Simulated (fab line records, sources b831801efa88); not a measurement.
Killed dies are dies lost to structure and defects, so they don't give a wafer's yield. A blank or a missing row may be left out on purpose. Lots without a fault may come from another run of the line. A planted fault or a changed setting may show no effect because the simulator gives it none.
Chamber matching | flow gf180mcu | GF_V2_CVD_02 on pecvd-01: 3 sister chambers
The step deposits SiO2 from TEOS, target thk 850 nm, time 94.851 s. 27 wafers are shown with their chamber, then 12 later ones without.

WAFERS WITH THEIR CHAMBER
wafer  | chamber | heater_power_w (W)
L074.1 | 0       | 463
L074.3 | 1       | 559
L074.6 | 1       | 600
L076.2 | 2       | 623
L076.4 | 1       | 505
L076.6 | 2       | 656
L078.2 | 1       | 545
L078.5 | 0       | 422
L078.6 | 1       | 592
L079.2 | 2       | 571
L079.3 | 1       | 637
L079.6 | 2       | 597
L080.1 | 2       | 614
L080.2 | 1       | 539
L080.3 | 0       | 486
L080.4 | 1       | 579
L080.5 | 2       | 629
L080.6 | 0       | 524
L081.1 | 0       | 495
L081.4 | 0       | 524
L081.6 | 1       | 636
L084.3 | 2       | 543
L084.5 | 2       | 574
L084.6 | 0       | 523
L088.1 | 2       | 621
L088.3 | 0       | 453
L088.4 | 1       | 504

SIGNATURES (means of the wafers above)
reading        | chamber 0 | chamber 1 | chamber 2 | scatter within a chamber
heater_power_w | 486.25    | 569.60    | 603.11    | 41.1
Rule: a wafer's distance from a chamber is the root of the sum, over the readings, of the square of ((its reading less the chamber's mean) divided by the reading's scatter). The wafer belongs to the nearest chamber; if the next one is less than 2 further off, it can't be placed. The scatter: the root of (the sum of the squares of (reading less its chamber's mean) over the shown wafers, divided by (wafers less chambers)).

WAFERS WITHOUT THEIR CHAMBER
wafer  | heater_power_w (W)
L090.2 | 630
L090.3 | 530
L090.4 | 546
L091.2 | 574
L091.4 | 545
L091.5 | 645
L093.1 | 648
L093.2 | 620
L093.5 | 507
L097.2 | 605
L097.4 | 649
L097.5 | 438

WHICH CHAMBER EACH WENT THROUGH
wafer  | from the rows above          | in truth
L090.2 | can't be placed: 2 or 1      | 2
L090.3 | can't be placed: 1 or 0 or 2 | 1
L090.4 | can't be placed: 1 or 2 or 0 | 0
L091.2 | can't be placed: 1 or 2      | 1
L091.4 | can't be placed: 1 or 2 or 0 | 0
L091.5 | can't be placed: 2 or 1      | 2
L093.1 | can't be placed: 2 or 1      | 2
L093.2 | can't be placed: 2 or 1      | 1
L093.5 | can't be placed: 0 or 1 or 2 | 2
L097.2 | can't be placed: 2 or 1      | 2
L097.4 | can't be placed: 2 or 1      | 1
L097.5 | 0                            | 0
Placed correctly: 1 of 12. Can't be placed from these rows: 11 (the true chamber is among the candidates in 11). Placed wrongly: 0.
